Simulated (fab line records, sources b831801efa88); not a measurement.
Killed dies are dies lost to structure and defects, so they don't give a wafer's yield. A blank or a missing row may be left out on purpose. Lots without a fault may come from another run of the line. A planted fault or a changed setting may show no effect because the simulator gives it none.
fab line records | flow sfq_line
record lots=13 wafers=38 last_day=92
route steps=325 shown I2@104
lots that met no fault: from a run of the same line without faults
start_h: hours from the record's first day to the start of the lot's first wafer shown | wait_h: hours since the lot's step before | " the same as in the row above | L1.1+2: a row that stands for several wafers | - no value, or no start given | * or withheld: withheld | < > ~ a bound
route shown NAME@n: a module of which the file shows steps, and the number in the route of the first | usual: mean/standard deviation of fault-free wafers | same: alike in all rows | chamber/n: place in a boat | sites: the reading at each site | _std_site: their standard deviation | _edge_site: outer sites' mean less inner sites' | radius_mm: how far each site lies from the wafer's centre | mask NAME#n: copy n | behind: the tool/chamber that last shaped the wafer | hold: why the lot was held/for how many hours/how that ended | device: the transistor (n, p or np) that didn't switch | end of line: the same wafers' tests at the end of the route | a step without rows: its recipe alone | killed: dies lost to structure and defects at the first sort, not the wafer's yield | map: a wafer's dies, x killed, . not, _ none there
set.NAME: the setting as run; set.NAME@STEP: as run at that earlier step | model.NAME: the simulator's own value behind a step, which no gauge read
steps of the route over a sample of lots; a table a step, a row a wafer
services: from which hour (start_h, from the record's first day; less than 0 if before it) a tool's chamber was out of use, for how many hours, and why
## steps
# step SFQ_TRILAYER_I2_CMP_CMP_064
# recipe material=SiO2 down_force_psi=3 platen_rpm=60 pad_velocity_m_s=0.94248
# usual edge_zone_pressure_frac=0.999/0.0043 motor_current_A=10.8/0.7 time_to_endpoint_s=217/7.5
# columns lot.wafer tool chamber start_h wait_h edge_zone_pressure_frac motor_current_A time_to_endpoint_s
L302.3 cmp-01 3 864.17 0.0 1.001 10.4 215
L302.5 " 3 866.17 2.0 0.998 10.4 223
L302.6 " 0 " " 0.994 11.0 216
L305.4 cmp-02 2 900.89 2.1 1.010 10.8 223
L305.1 " 3 " " 1.003 10.9 220
L305.3 " 0 " " 1.000 11.0 222
L306.1 cmp-02 1 904.89 1.3 0.996 11.2 223
L306.4 " 2 " " 1.000 10.2 227
L306.6 " 3 " " 1.005 11.2 228
L307.3 cmp-01 3 906.52 2.5 0.996 10.0 216
L307.4 " 0 " " 0.995 10.9 216
L307.2 " 2 908.02 4.0 0.995 11.5 217
L309.3 cmp-02 0 945.98 2.2 0.996 11.7 216
L309.5 " 1 " " 0.996 11.3 218
L309.6 " 2 " " 0.998 10.1 218
L310.4 cmp-02 1 958.80 0.6 0.996 11.5 228
L310.2 " 3 959.80 1.7 0.997 10.9 212
L310.6 " 1 960.80 2.6 0.998 11.5 220
L312.1 cmp-02 0 990.47 3.2 0.998 11.2 216
L312.4 " 1 " " 0.996 10.8 231
L312.2 " 2 " " 1.001 10.0 215
L313.4 cmp-02 3 998.56 0.0 0.995 11.1 222
L313.1 " 1 999.56 1.0 0.997 11.5 215
L313.6 " 3 1000.56 2.0 1.002 11.0 224
L315.4 cmp-02 1 1010.56 0.0 0.997 11.2 215
L315.6 " 1 1012.56 2.0 1.003 11.3 221
L315.5 " 2 " " 1.007 10.5 211
L319.3 cmp-01 3 1048.28 0.4 1.002 9.8 217
L319.1 " 0 " " 0.997 12.1 220
L319.6 " 3 1050.28 2.4 0.997 10.4 222
L322.1 cmp-01 2 1077.17 0.0 0.995 10.9 203
L322.4 " 1 1078.67 1.5 1.006 9.0 217
L322.6 " 2 " " 0.995 11.1 209
L323.3 cmp-02 0 1086.07 0.5 1.000 10.8 275
L323.5 " 3 1087.57 2.0 1.001 11.1 223
L323.6 " 0 " " 0.996 10.9 284
L325.4 cmp-02 1 1097.91 1.5 1.001 11.1 217
L325.5 " 2 " " 0.995 10.4 215
# step SFQ_I2_BOW_MEAS_917
# recipe mode=bow
# usual I2_BOW=1/9
# columns lot.wafer tool chamber start_h wait_h I2_BOW[um]
L302.3 film_metro-01 - 867.21 2.5 0
L302.5 " - " " -3
L302.6 " - " " 5
L305.1 film_metro-03 - 903.89 2.0 13
L305.3 " - " " 3
L305.4 " - " " -7
L306.1 film_metro-01 - 906.89 1.5 -4
L306.4 " - " " -14
L306.6 " - " " 0
L307.2 film_metro-03 - 909.54 1.0 -3
L307.3 " - " " 2
L307.4 " - " " -20
L309.3 film_metro-01 - 947.52 1.0 5
L309.5 " - " " -4
L309.6 " - " " -2
L310.2 film_metro-01 - 961.32 1.0 1
L310.4 " - " " 3
L310.6 " - " " 13
L312.1 film_metro-01 - 992.97 2.0 -6
L312.2 " - " " -8
L312.4 " - " " -10
L313.1 film_metro-04 - 1001.56 1.5 -4
L313.4 " - " " -8
L313.6 " - " " 10
L315.4 film_metro-04 - 1013.62 2.6 -13
L315.5 " - " " 0
L315.6 " - " " 5
L319.1 film_metro-01 - 1051.28 2.0 14
L319.3 " - " " 15
L319.6 " - " " 10
L322.1 film_metro-04 - 1080.17 2.5 -6
L322.4 " - " " -3
L322.6 " - " " -1
L323.3 film_metro-04 - 1088.61 2.0 7
L323.5 " - " " 2
L323.6 " - " " 11
L323.3 film_metro-04 - 1089.93 1.3 -
L323.5 " - " " -
L323.6 " - " " -
L325.4 film_metro-01 - 1099.47 1.1 2
L325.5 " - " " -8
# step SFQ_TRILAYER_I2_METRO_MEASURE_065
# usual thk_nm=200.4/0.89
# columns lot.wafer tool chamber start_h wait_h thk_nm
L302.3 film_metro-01 - 867.69 0.5 201.8
L302.5 " - " " 201.6
L302.6 " - " " 201.5
L305.1 film_metro-03 - 904.01 0.1 201.5
L305.3 " - " " 200.8
L305.4 " - " " 199.4
L306.1 film_metro-01 - 907.01 0.1 200.3
L306.4 " - " " 199.2
L306.6 " - " " 200.5
L307.2 film_metro-03 - 909.84 0.3 200.3
L307.3 " - " " 201.6
L307.4 " - " " 201.5
L309.3 film_metro-01 - 948.00 0.5 201.3
L309.5 " - " " 202.0
L309.6 " - " " 200.8
L310.2 film_metro-01 - 961.62 0.3 200.8
L310.4 " - " " 200.0
L310.6 " - " " 200.6
L312.1 film_metro-01 - 993.09 0.1 198.2
L312.2 " - " " 198.8
L312.4 " - " " 199.1
L313.1 film_metro-04 - 1001.68 0.1 200.1
L313.4 " - " " 200.6
L313.6 " - " " 200.3
L315.4 film_metro-04 - 1014.28 0.6 200.5
L315.5 " - " " 199.9
L315.6 " - " " 201.8
L319.1 film_metro-01 - 1051.40 0.1 199.2
L319.3 " - " " 198.8
L319.6 " - " " 200.3
L322.1 film_metro-04 - 1080.29 0.1 199.5
L322.4 " - " " 199.4
L322.6 " - " " 198.8
L323.3 film_metro-04 - 1092.17 2.2 302.7
L323.5 " - " " 200.1
L323.6 " - " " 307.8
L323.3 film_metro-04 - 1093.62 1.3 302.9
L323.5 " - " " 200.0
L323.6 " - " " 307.5
L325.4 film_metro-01 - 1100.13 0.6 200.8
L325.5 " - " " 200.2
# step SFQ_TRILAYER_I2_VIA_ETCH_VIA_ETCH_070
# recipe target=SiO2 stop_on=Nb mask_material=PR taper_deg=20 chemistry=CHF3 target_depth_nm=260 source_w=500 bias_w=80 pressure_mtorr=30 time_s=withheld
# usual chamber_pressure_mTorr=29.998/0.026 drypump_motor_current_A=5.9/0.45 oes_product_au=0.855/0.0047
# columns lot.wafer tool chamber start_h wait_h chamber_pressure_mTorr drypump_motor_current_A oes_product_au
L302.3 rie_diel-04 0 870.81 0.0 29.994 5.8 0.859
L302.5 " 1 " " 29.996 6.1 0.856
L302.6 " 2 " " 30.021 5.1 0.857
L305.1 rie_diel-01 0 907.54 0.0 30.018 5.6 0.860
L305.3 " 3 " " 30.030 6.4 0.853
L305.4 " 2 " " 30.001 5.9 0.856
L306.1 rie_diel-04 1 910.54 0.0 30.024 6.1 0.859
L306.4 " 3 " " 29.969 6.1 0.856
L306.6 " 0 " " 30.042 5.8 0.847
L307.2 rie_diel-01 3 913.73 0.0 29.996 6.3 0.848
L307.3 " 1 " " 29.986 6.7 0.856
L307.4 " 2 " " 30.016 5.9 0.864
L309.3 rie_diel-01 3 951.18 0.0 29.977 6.3 0.858
L309.5 " 1 " " 30.031 6.7 0.859
L309.6 " 2 " " 29.938 5.9 0.851
L310.2 rie_diel-04 1 989.16 0.0 30.014 6.0 0.852
L310.4 " 3 " " 30.010 6.1 0.851
L310.6 " 1 " " 30.030 6.0 0.855
L312.1 rie_diel-04 3 998.70 0.0 29.977 6.1 0.851
L312.2 " 2 " " 30.011 5.1 0.851
L312.4 " 1 " " 30.014 6.0 0.847
L313.1 rie_diel-01 0 1005.20 0.0 30.024 5.6 0.850
L313.4 " 2 " " 29.972 5.9 0.854
L313.6 " 3 " " 29.957 6.3 0.858
L315.4 rie_diel-04 1 1021.68 0.0 30.011 6.1 0.858
L315.5 " 0 " " 30.023 5.8 0.857
L315.6 " 1 " " 29.936 6.0 0.857
L319.1 rie_diel-01 2 1054.93 0.0 30.014 5.9 0.845
L319.3 " 0 " " 29.989 5.5 0.847
L319.6 " 0 " " 30.009 5.5 0.850
L322.1 rie_diel-04 3 1096.01 0.0 30.017 6.0 0.856
L322.4 " 1 " " 30.001 6.0 0.855
L322.6 " 3 " " 29.978 6.1 0.855
L323.3 rie_diel-02 2 1105.16 0.0 29.974 6.0 1.002
L323.5 " 2 " " 30.022 6.0 0.855
L323.6 " 1 " " 30.013 4.9 1.006
L325.4 rie_diel-04 2 1107.56 0.0 30.017 5.1 0.852
L325.5 " 3 " " 29.997 6.1 0.852
## services
# columns tool chamber start_h hours kind
rie_diel-04 1 850.57 9.6 repair
film_metro-01 - 908.64 3.2 repair
rie_diel-04 3 919.52 3.3 repair
rie_diel-01 1 919.70 11.4 repair
rie_diel-04 - 926.76 0.6 repair
cmp-02 - 928.33 0.3 repair
film_metro-04 - 929.68 1.7 pm
rie_diel-04 1 939.19 7.1 repair
cmp-02 - 949.88 5.4 pm
cmp-02 - 961.81 15.5 pm
film_metro-01 - 974.18 10.6 repair
film_metro-04 - 975.41 0.3 pm
cmp-02 - 977.30 6.7 pm
rie_diel-04 0 997.56 9.6 repair
film_metro-01 - 999.17 1.9 pm
rie_diel-04 - 1047.65 15.6 pm
film_metro-04 - 1059.73 0.6 pm
film_metro-04 - 1061.78 0.2 pm
film_metro-01 - 1064.48 0.5 pm
film_metro-01 - 1076.70 1.5 pm
rie_diel-04 - 1078.26 0.4 repair
rie_diel-01 - 1078.51 0.2 repair
cmp-02 - 1088.57 4.0 pm
rie_diel-04 0 1104.06 3.3 repair
## key
first_sign step=SFQ_TRILAYER_I2_CMP_CMP_064 reading=time_to_endpoint_s direction=up sigmas=8.3 usual=* struck=*
effect step=SFQ_I2_BOW_MEAS_917 reading=visit direction=added
effect step=SFQ_TRILAYER_I2_METRO_MEASURE_065 reading=visit direction=added
effect step=SFQ_TRILAYER_I2_METRO_MEASURE_065 reading=thk_nm direction=up sigmas=99+ usual=200.4 struck=305.2
effect step=SFQ_TRILAYER_I2_VIA_ETCH_VIA_ETCH_070 reading=oes_product_au direction=up sigmas=32 usual=0.855 struck=1.004
met_at SFQ_TRILAYER_I2_CMP_CMP_064
struck_lots L323
struck_wafers L323.3,L323.6
moved_without_meeting_it L325
onset_between 990.47 1086.07
fault kind=process_parameter_drift tool=cmp-02 chamber=0 onset_h=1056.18 steps=SFQ_TRILAYER_I2_CMP_CMP_064 channel=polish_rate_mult offset=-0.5 shape=step end_h=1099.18
# moved_without_meeting_it: readings of these lots or wafers moved too, though they didn't meet the fault's tool or chamber
